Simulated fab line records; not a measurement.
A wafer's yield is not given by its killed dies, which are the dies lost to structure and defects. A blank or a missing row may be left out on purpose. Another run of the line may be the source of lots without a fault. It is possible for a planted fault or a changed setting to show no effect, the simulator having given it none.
Struck lot and sound lot, side by side    flow sfq line    42 steps out of a route of 325
Sound: these wafers, L830.3, L830.5, L830.6. Wafers struck: L837.4, L837.5, L837.6. The cause comes at the end.
For every step that has rows: the tool of each side, followed by ch and its chambers, followed by its first start. Under that, the readings that differ: sound wafers    struck wafers    difference of the means    sigmas: that difference in standard deviations of wafers without a fault.
alike: readings with means less than 2 such deviations apart, plus words and numbers identical on both sides. not compared: withheld readings, readings lacking a value on some wafer, bounds such as >300 that could conceal the same value, and numbers that have no deviation in the record and whose values overlap.
Wherever a step has rows on one side only, a row that says differs or no value, or a row with sigmas, the two part there. Non-overlapping numbers with no deviation appear without sigmas and do not part them. A reading that every wafer of one side lacks parts them only if that side has two wafers or more.

first, 6 steps without rows for these wafers: SFQ_TRILAYER_I4_VIA_LITHO_COAT_108 (resist thk 62 nm); SFQ_TRILAYER_I4_VIA_LITHO_COAT_103 (resist thk 650 nm); SFQ_TRILAYER_I4_VIA_LITHO_SOFTBAKE_107; SFQ_TRILAYER_I4_VIA_LITHO_EXPOSE_104 (exposes mask I4, target cd 700 nm); SFQ_TRILAYER_I4_VIA_LITHO_PEB_106 (peb time 60 s); SFQ_TRILAYER_I4_VIA_LITHO_DEVELOP_105 (time 60 s).
SFQ_I4_OVL_MEAS_928:
  struck on overlay-01, day 49 04:00; sound on overlay-02, day 47 15:05
  alike: I4_OVL
then, 1 step without rows for these wafers: SFQ_TRILAYER_I4_VIA_BARC_OPEN_VIA_ETCH_146 (etches BARC in O2, target depth 125 nm, time 41.7 s).
SFQ_TRILAYER_I4_VIA_ETCH_VIA_ETCH_106: etches SiO2 in CHF3, stops on Nb, target depth 260 nm.
  sound on rie diel-03 ch 0,1,2, day 47 15:10; struck on rie diel-03 ch 1,2,3, day 49 04:04
  alike: drypump motor current A, oes product au
then, 3 steps without rows for these wafers: SFQ_TRILAYER_I4_VIA_STRIP_STRIP_107 (strips in O2); SFQ_TRILAYER_I4_VIA_STRIP_SOLV_CLEAN_108 (cleans in NMP, time 600 s); SFQ_TRILAYER_JJ_TRILAYER_DEP_PRE_CLEAN_113 (time 22.5 s).
SFQ_TRILAYER_JJ_TRILAYER_DEP_SPUTTER_109: material Nb, target thk 150 nm, time 100 s.
  struck on pvd sputter-05, day 49 04:59; sound on pvd sputter-05, day 47 16:04
reading                                                       sound              struck             difference  sigmas
model.Nb_of_TRILAYER_JJ_TRILAYER_DEP_SPUTTER_109.thk nm (nm)  149.1 149.3 150.6  125.3 125.7 124.8  -24.4       
  alike: base pressure pa, throttle valve pct
then, 3 steps without rows for these wafers: SFQ_TRILAYER_JJ_TRILAYER_DEP_SPUTTER_110 (material Al, target thk 8 nm, time 10 s); SFQ_TRILAYER_JJ_TRILAYER_DEP_AL_OXIDATION_111 (oxidation time 600 s); SFQ_TRILAYER_JJ_TRILAYER_DEP_SPUTTER_112 (material Nb, target thk 170 nm, time 113.3 s).
SFQ_JJ_RS_MEAS_929: measures by four-point-probe.
  struck on film metro-02, day 49 06:13; sound on film metro-03, day 47 17:17
  alike: JJ_NB_RS
then, 6 steps without rows for these wafers: SFQ_TRILAYER_JJ_CE_LITHO_COAT_119 (resist thk 62 nm); SFQ_TRILAYER_JJ_CE_LITHO_COAT_114 (resist thk 600 nm); SFQ_TRILAYER_JJ_CE_LITHO_SOFTBAKE_118; SFQ_TRILAYER_JJ_CE_LITHO_EXPOSE_115 (exposes mask J5, target cd 700 nm); SFQ_TRILAYER_JJ_CE_LITHO_PEB_117 (peb time 60 s); SFQ_TRILAYER_JJ_CE_LITHO_DEVELOP_116 (time 60 s).
-- the record jumps here: 5 days lie between the struck wafers' starts before and after --
SFQ_JJ_OVL_MEAS_931:
  struck on overlay-01, day 54 13:14; sound on overlay-02, day 47 19:41
reading      sound    struck      difference  sigmas
J5_OVL (nm)  3 11 12  -8 -10 -13  -19         -3
SFQ_TRILAYER_JJ_CE_METRO_MEASURE_117:
  struck on cd sem-01, day 54 13:52; sound on cd sem-02, day 47 20:07
  alike: cd nm
then, 1 step without rows for these wafers: SFQ_TRILAYER_JJ_CE_BARC_OPEN_RIE_150 (chemistry O2, target BARC, target depth 240 nm, time 80 s).
SFQ_TRILAYER_JJ_CE_ETCH_RIE_118: chemistry SF6, target Nb, stops on Al2O3, time 97.7 s, target depth 170 nm.
  sound on rie metal-03 ch 0,1, day 47 21:02; struck on rie metal-04 ch 0,1, day 54 14:35
  alike: drypump motor current A, oes product au
  not compared: rf hours counter h
after that, 1 step had no rows for these wafers: SFQ_TRILAYER_JJ_ANODIZE_ANODIZE_119.
SFQ_TRILAYER_JJ_CE_STRIP_STRIP_120: strips in O2.
  sound on rie metal-03 ch 0,1, day 47 21:49; struck on rie metal-02 ch 0,1, day 54 15:25
  alike: drypump motor current A, oes product au
  not compared: rf hours counter h
then, 7 steps without rows for these wafers: SFQ_TRILAYER_JJ_CE_STRIP_SOLV_CLEAN_121 (cleans in NMP, time 600 s); SFQ_TRILAYER_M5_LITHO_COAT_128 (resist thk 62 nm); SFQ_TRILAYER_M5_LITHO_COAT_123 (resist thk 600 nm); SFQ_TRILAYER_M5_LITHO_SOFTBAKE_127; SFQ_TRILAYER_M5_LITHO_EXPOSE_124 (exposes mask M5, target cd 700 nm); SFQ_TRILAYER_M5_LITHO_PEB_126 (peb time 60 s); SFQ_TRILAYER_M5_LITHO_DEVELOP_125 (time 60 s).
-- the record jumps here: 5 days lie between the struck wafers' starts before and after --
SFQ_M5_OVL_MEAS_932:
  struck on overlay-01, day 59 19:09; sound on overlay-02, day 52 19:41
  alike: M5_OVL
SFQ_TRILAYER_M5_BARC_OPEN_METAL_ETCH_161: etches BARC in O2, target depth 125 nm, time 41.7 s.
  sound on rie metal-01 ch 0,1, day 52 19:44; struck on rie metal-01 ch 0,1, day 59 19:11
  alike: drypump motor current A, oes product au
  not compared: rf hours counter h
SFQ_TRILAYER_M5_ETCH_METAL_ETCH_126: etches Nb in Cl2/BCl3, stops on SiO2, time 203.2 s, target depth 265 nm.
  sound on rie metal-01 ch 0,1, day 52 19:50; struck on rie metal-01 ch 0,1, day 59 19:17
reading                         sound              struck             difference  sigmas
oes product au (a.u.)           0.729 0.724 0.729  0.673 0.680 0.671  -0.053      -8
model.etch.depth nm (nm)        149.1 149.3 150.6  125.3 125.7 124.8  -24.4       
model.M5.feature depth nm (nm)  161.4 161.6 163    137.8 137.8 137.3  -24.4       
  alike: drypump motor current A
  not compared: rf hours counter h
then, 2 steps without rows for these wafers: SFQ_TRILAYER_M5_STRIP_STRIP_127 (strips in O2); SFQ_TRILAYER_M5_STRIP_SOLV_CLEAN_128 (cleans in NMP, time 600 s).
-- the record jumps here: 22 days lie between the struck wafers' starts before and after --
SFQ_M8_BOW_MEAS_951:
  struck on film metro-04, day 81 20:53; sound on film metro-04, day 77 08:28
reading                  sound              struck             difference  sigmas
M8_BOW (um)              -2 -4 -6           24 24 21           +27         +2
model.etest.m5.ohm um    1.717 1.713 1.682  2.02 2.022 2.03    +0.32       
model.etest.i4.link ohm  2.201 2.198 2.165  2.404 2.406 2.42   +0.222      
model.etest.m5.ohm sq    1.195 1.194 1.183  1.422 1.418 1.428  +0.232      
model.etest.i5.link ohm  2.256 2.246 2.257  2.492 2.477 2.515  +0.242      

== WHERE THEY PART ==
Earliest at SFQ_JJ_OVL_MEAS_931; latest, in this record, at SFQ_M8_BOW_MEAS_951.

WHY: what the simulator had put in
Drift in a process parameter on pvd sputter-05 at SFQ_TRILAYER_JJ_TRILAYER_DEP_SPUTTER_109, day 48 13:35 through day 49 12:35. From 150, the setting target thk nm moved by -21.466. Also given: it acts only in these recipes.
